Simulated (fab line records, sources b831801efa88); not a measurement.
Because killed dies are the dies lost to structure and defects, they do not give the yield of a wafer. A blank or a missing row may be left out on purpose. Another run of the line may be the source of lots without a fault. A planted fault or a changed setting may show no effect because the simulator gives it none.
Matching of chambers | flow sky130 | SKY_CAP2M_CVD_00 on pecvd-04 has 3 sister chambers
The step deposits SiO2, target thk 15.5 nm. 18 wafers are shown with their chamber, then 9 later ones without.

## EACH WAFER AND ITS CHAMBER
wafer  | chamber | heater_power_w (W) | susceptor_temp_C (C)
L074.1 | 1       | 671                | 400.11
L074.4 | 0       | 735                | 399.90
L074.6 | 2       | 608                | 399.99
L076.3 | 1       | 610                | 400.10
L076.5 | 1       | 603                | 399.79
L076.6 | 2       | 665                | 399.96
L079.1 | 2       | 610                | 399.96
L079.4 | 1       | 602                | 399.48
L079.6 | 0       | 649                | 399.78
L080.2 | 2       | 684                | 400.10
L080.4 | 0       | 677                | 400.10
L080.6 | 1       | 661                | 399.93
L083.2 | 2       | 654                | 399.99
L083.5 | 1       | 668                | 399.86
L083.6 | 0       | 671                | 400.08
L085.1 | 0       | 726                | 400.00
L085.5 | 0       | 715                | 400.23
L085.6 | 2       | 664                | 400.02

SIGNATURES (means of the wafers above)
reading          | chamber 0 | chamber 1 | chamber 2 | scatter within a chamber
heater_power_w   | 695.50    | 635.83    | 647.50    | 33.4
susceptor_temp_C | 400.0150  | 399.8783  | 400.0033  | 0.166
Rule: a wafer lies at a distance from a chamber equal to the root of the sum of squares, over the readings, of (its reading less the chamber's mean, divided by the reading's scatter). If the next closest chamber is less than 2 further off than the closest, the wafer can't be placed; otherwise it belongs to the closest. The scatter: the root of (the sum of the squares of (reading less its chamber's mean) over the shown wafers, divided by (wafers less chambers)).

## WAFERS MISSING THEIR CHAMBER
wafer  | heater_power_w (W) | susceptor_temp_C (C)
L090.2 | 611                | 399.98
L090.3 | 637                | 400.05
L090.5 | 625                | 399.84
L096.1 | 655                | 399.72
L096.3 | 632                | 400.39
L096.4 | 659                | 400.19
L097.1 | 634                | 399.91
L097.3 | 663                | 399.63
L097.4 | 637                | 399.89

## WHICH CHAMBER EACH ONE RAN IN
wafer  | from the rows above          | in truth
L090.2 | can't be placed: 1 or 2 or 0 | 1
L090.3 | can't be placed: 2 or 1 or 0 | 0
L090.5 | can't be placed: 1 or 2 or 0 | 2
L096.1 | can't be placed: 1 or 2 or 0 | 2
L096.3 | can't be placed: 2 or 0 or 1 | 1
L096.4 | can't be placed: 2 or 0 or 1 | 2
L097.1 | can't be placed: 1 or 2 or 0 | 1
L097.3 | can't be placed: 1 or 2 or 0 | 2
L097.4 | can't be placed: 1 or 2 or 0 | 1
0 of 9 placed correctly. Cannot be placed on the basis of these rows: 9; the candidates contain the true chamber in 9. Wrongly placed: 0.
